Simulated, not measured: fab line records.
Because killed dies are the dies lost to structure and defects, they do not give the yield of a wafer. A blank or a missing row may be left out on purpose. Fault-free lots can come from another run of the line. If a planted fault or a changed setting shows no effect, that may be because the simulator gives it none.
Chamber matching || flow sky130 || SKY_CAPM_CVD_00 on pecvd-02: 3 sister chambers
The step deposits SiO2, target thk 15.5 nm. 3 wafers are shown with their chamber, then 8 later ones without.

WAFERS PAIRED WITH THEIR CHAMBERS
{"wafer": "L093.2", "chamber": 2, "heater_power_w (W)": 645}
{"wafer": "L093.6", "chamber": 1, "heater_power_w (W)": 930}
{"wafer": "L095.1", "chamber": 0, "heater_power_w (W)": 717}

WAFERS WITH NO CHAMBER GIVEN
{"wafer": "L095.2", "heater_power_w (W)": 711}
{"wafer": "L095.5", "heater_power_w (W)": 692}
{"wafer": "L094.2", "heater_power_w (W)": 574}
{"wafer": "L094.3", "heater_power_w (W)": 697}
{"wafer": "L094.5", "heater_power_w (W)": 583}
{"wafer": "L097.1", "heater_power_w (W)": 651}
{"wafer": "L097.2", "heater_power_w (W)": 723}
{"wafer": "L097.6", "heater_power_w (W)": 733}

EACH ONE'S CHAMBER
{"wafer": "L095.2", "from the rows above": "can't be placed: 0 or 2", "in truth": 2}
{"wafer": "L095.5", "from the rows above": "can't be placed: 0 or 2", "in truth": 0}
{"wafer": "L094.2", "from the rows above": 2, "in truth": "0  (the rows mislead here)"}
{"wafer": "L094.3", "from the rows above": "can't be placed: 0 or 2", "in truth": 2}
{"wafer": "L094.5", "from the rows above": 2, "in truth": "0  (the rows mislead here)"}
{"wafer": "L097.1", "from the rows above": "can't be placed: 2 or 0", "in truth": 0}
{"wafer": "L097.2", "from the rows above": 0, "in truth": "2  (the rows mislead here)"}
{"wafer": "L097.6", "from the rows above": 0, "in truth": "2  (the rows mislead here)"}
Correct placement for 0 of the 8. Unplaceable from these rows: 4, with the true chamber sitting among the candidates in 4. Placed wrongly: 4.
How it was worked out, from the rows above alone: a wafer's distance from a chamber is the root of the sum, over the readings, of the square of ((its reading less the chamber's mean) divided by the reading's scatter). The wafer belongs to the nearest chamber; if the next one is less than 2 further off, it can't be placed. Each chamber's mean is taken over the wafers shown for it. The scatter: root of mean squared gap, hidden wafer to nearest shown wafer, with one shown wafer a chamber.
